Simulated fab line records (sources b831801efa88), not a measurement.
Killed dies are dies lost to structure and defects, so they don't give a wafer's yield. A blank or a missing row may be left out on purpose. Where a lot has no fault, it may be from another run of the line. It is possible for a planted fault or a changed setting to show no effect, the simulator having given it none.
What tool caused it? | flow gf180mcu | 11 lots with 33 wafers sampled at 3 steps, on a route of 602 steps

== WHAT EACH GAUGE READ, for each wafer ==
GF_PSD_TW_MEAS_11.
lot  | measured     | on            | PSD_TW
L597 | day 15 17:49 | film-metro-03 | 3144 3120 3151
L599 | day 16 17:16 | film-metro-04 | 3193 3210 3190
L604 | day 18 03:43 | film-metro-03 | 2868 2874 2895
L605 | day 18 11:22 | film-metro-04 | 3208 3207 3214
L606 | day 18 19:31 | film-metro-03 | 2871 2883 2864
L609 | day 20 08:31 | film-metro-01 | 3186 3191 3182
L611 | day 20 20:58 | film-metro-01 | 3181 3167 3171
L613 | day 21 13:37 | film-metro-01 | 3180 3187 3155
L614 | day 21 18:30 | film-metro-01 | 3178 3184 3184
L615 | day 22 08:34 | film-metro-03 | 3162 3146 3150
L617 | day 22 21:06 | film-metro-04 | 3196 3195 3184

== EACH LOT AND THE TOOL THAT RAN IT (in order: tool; ch and the chambers of the sampled wafers; start) ==
lot  | GF_PSD_IMPLANT_09               | GF_PSD_STRIP_10
L597 | implanter-04 ch 0, day 15 17:35 | plasma-asher-02 ch 1, day 15 17:42
L599 | implanter-01 ch 0, day 16 17:02 | plasma-asher-02 ch 0,1, day 16 17:09
L604 | implanter-01 ch 0, day 18 03:28 | plasma-asher-01 ch 0,1, day 18 03:37
L605 | implanter-04 ch 0, day 18 11:07 | plasma-asher-02 ch 0,1, day 18 11:16
L606 | implanter-01 ch 0, day 18 19:16 | plasma-asher-04 ch 0,1, day 18 19:24
L609 | implanter-02 ch 0, day 20 08:16 | plasma-asher-02 ch 0,1, day 20 08:25
L611 | implanter-04 ch 0, day 20 20:43 | plasma-asher-04 ch 0,1, day 20 20:52
L613 | implanter-04 ch 0, day 21 13:23 | plasma-asher-04 ch 0,1, day 21 13:31
L614 | implanter-04 ch 0, day 21 18:15 | plasma-asher-02 ch 0,1, day 21 18:24
L615 | implanter-02 ch 0, day 22 08:19 | plasma-asher-02 ch 0,1, day 22 08:27
L617 | implanter-04 ch 0, day 22 20:53 | plasma-asher-04 ch 0,1, day 22 21:00
- GF_PSD_IMPLANT_09
- GF_PSD_STRIP_10: strips in O2/N2.

== THE ANSWER, worked out from the rows above alone ==
Rule: the usual values come from the lots themselves. The widest of any qualifying gaps counts: lots, ordered by their means at a reading, are off when they make up no more than a third of the lots, leave a main group of 4 or more, and stand apart from it by 3 or more times the standard deviation of that group's means. A main group whose means are all the same, to the digits that the tables above print for the reading, isn't used. A lot without any number at a reading at which 4 lots or more have one is off too. Where the step has rows for the other lots, those lots are counted as sound.
Off: at GF_PSD_TW_MEAS_11 (PSD_TW), L604, L606. Mean 3178 and standard deviation 21 in the main group.
If a tool, at a process step before that reading, ran all the lots that are off and no sound lot after the first of them, it fits. Those tools and the gauges at GF_PSD_TW_MEAS_11 are tried in the same way. One candidate fits, namely implanter-01 at GF_PSD_IMPLANT_09. A fault onset in the window from L599 (day 16 17:02, its last sound lot) to L604 (day 18 03:28, its first lot off) fits.

== WHAT THE SIMULATOR HAD PUT IN ==
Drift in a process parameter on implanter-01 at GF_PSD_IMPLANT_09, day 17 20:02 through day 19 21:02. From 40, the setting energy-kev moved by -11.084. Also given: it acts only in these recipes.
Shown lots that were struck: L604, L606. The rule given above showed the same thing.
